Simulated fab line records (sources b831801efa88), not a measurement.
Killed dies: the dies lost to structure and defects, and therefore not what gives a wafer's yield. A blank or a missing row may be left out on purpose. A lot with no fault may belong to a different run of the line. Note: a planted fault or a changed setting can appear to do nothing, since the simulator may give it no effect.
One fault through the eyes of 2 desks -- flow gf180mcu -- what lay behind the numbers comes last; until then each desk has only its own

FOR THE TOOL OWNER'S DESK: implanter-04
GF_HV_LDD_IMPLANT_09, tool's own readings: per-lot mean of the sampled wafers with a number, covering each lot this tool ran. If a lot's mean is further than 4 standard deviations from the usual mean, the lot is out of limits and carries the mark OUT (the distance appears in the brackets).
Columns: A = beam_energy_keV at GF_HV_LDD_IMPLANT_09, usual 40.000; B = beam_on_s at GF_HV_LDD_IMPLANT_09, usual 9.99 s; C = end_station_pressure_torr at GF_HV_LDD_IMPLANT_09, usual 5.4e-06 Torr
lot,first seen here,A,B,C
L811,day 10 11:45,39.999,10.17,5.6e-06
L815,day 11 11:10,40.007,9.84,5.3e-06
L822,day 13 15:28,51.013 (+99 or more) OUT,10.02,5.2e-06
L823,day 13 23:45,51.025 (+99 or more) OUT,9.91,5.3e-06
L832,day 17 02:50,40.010,9.91,5.5e-06
L833,day 17 12:02,39.995,9.98,5.4e-06
This desk's verdict: out of limits on L822, L823, starting with L822 at day 13 15:28 (beam_energy_keV at GF_HV_LDD_IMPLANT_09). L811, L815, L832, L833: within limits.

FROM THE METROLOGY DESK
What the gauges read for every lot (on any tool): the sampled wafers with a number, averaged. If a lot's mean is further than 4 standard deviations from the usual mean, the lot is out of limits and carries the mark OUT (the distance appears in the brackets).
Columns: A = HV_LDD_TW at GF_HV_LDD_TW_MEAS_11, usual 2432; B = HV_LDD_RS at GF_HV_LDD_RS_MEAS_53, usual 418.3 ohm/sq
lot,first seen here,A,B
L811,day 10 11:58,2428,419.8
L812,day 10 12:08,2450,418.7
L813,day 10 22:47,2452,416.8
L815,day 11 11:25,2426,418.4
L816,day 11 15:01,2423,418.6
L822,day 13 15:45,2622 (+14) OUT,412.3 (-6.1) OUT
L823,day 13 23:58,2594 (+12) OUT,413.3 (-5.1) OUT
L827,day 15 04:53,2446,418.8
L831,day 16 16:40,2406,419.4
L832,day 17 03:05,2440,419.1
L833,day 17 12:16,2422,417.1
Per this desk, out of limits: L822, L823; the first was L822, day 13 15:45 (HV_LDD_TW at GF_HV_LDD_TW_MEAS_11). L811, L812, L813, L815, L816, L827, L831, L832, L833: within limits.

ALL TOGETHER
At day 13 15:28, on L822, L823, the tool owner's desk was in a position to raise an alarm.
An alarm was possible from the metrology desk at day 13 15:45, on L822, L823.
All the named lots went through GF_HV_LDD_IMPLANT_09 on implanter-04.

WHAT WAS PUT IN BY THE SIMULATOR
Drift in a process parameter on implanter-04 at GF_HV_LDD_IMPLANT_09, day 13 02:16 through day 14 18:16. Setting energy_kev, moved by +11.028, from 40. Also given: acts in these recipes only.
Shown lots that were struck: L822, L823.
Hours from the fault's start to each desk's first reading out of limits: the tool owner's desk, 13; the metrology desk, 13.
